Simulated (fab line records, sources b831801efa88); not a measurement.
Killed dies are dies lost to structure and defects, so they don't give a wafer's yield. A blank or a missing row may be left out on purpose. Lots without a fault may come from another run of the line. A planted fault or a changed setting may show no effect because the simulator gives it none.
Chamber matching | flow gf180mcu | GF_V5_CMP_26 on cmp-01: 4 sister chambers
The step polishes, stops on SiO2, t overpolish 15 s, target thk 0 nm. 4 wafers are shown with their chamber, then 7 later ones without.

WAFERS WITH THEIR CHAMBER
wafer  | chamber | motor_current_A (A)
L658.3 | 0       | 11.9
L661.3 | 3       | 10.0
L662.1 | 1       | 11.1
L662.2 | 2       | 10.8

WAFERS WITHOUT THEIR CHAMBER
wafer  | motor_current_A (A)
L662.6 | 12.2
L664.2 | 12.6
L664.3 | 11.1
L664.4 | 11.2
L674.3 | 11.2
L674.5 | 10.9
L674.6 | 11.5

WHICH CHAMBER EACH WENT THROUGH
wafer  | from the rows above          | in truth
L662.6 | 0                            | 0
L664.2 | 0                            | 0
L664.3 | can't be placed: 1 or 2      | 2
L664.4 | can't be placed: 1 or 2 or 0 | 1
L674.3 | can't be placed: 1 or 2 or 0 | 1
L674.5 | can't be placed: 2 or 1      | 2
L674.6 | can't be placed: 0 or 1 or 2 | 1
Placed correctly: 2 of 7. Can't be placed from these rows: 5 (the true chamber is among the candidates in 5). Placed wrongly: 0.
How it was worked out, from the rows above alone: a wafer's distance from a chamber is the root of the sum, over the readings, of the square of ((its reading less the chamber's mean) divided by the reading's scatter). The wafer belongs to the nearest chamber; if the next one is less than 2 further off, it can't be placed. A chamber's mean is the mean of its shown wafers. The scatter: with one shown wafer a chamber, the root of the mean of the squares of how far each hidden wafer lies from its nearest shown one.
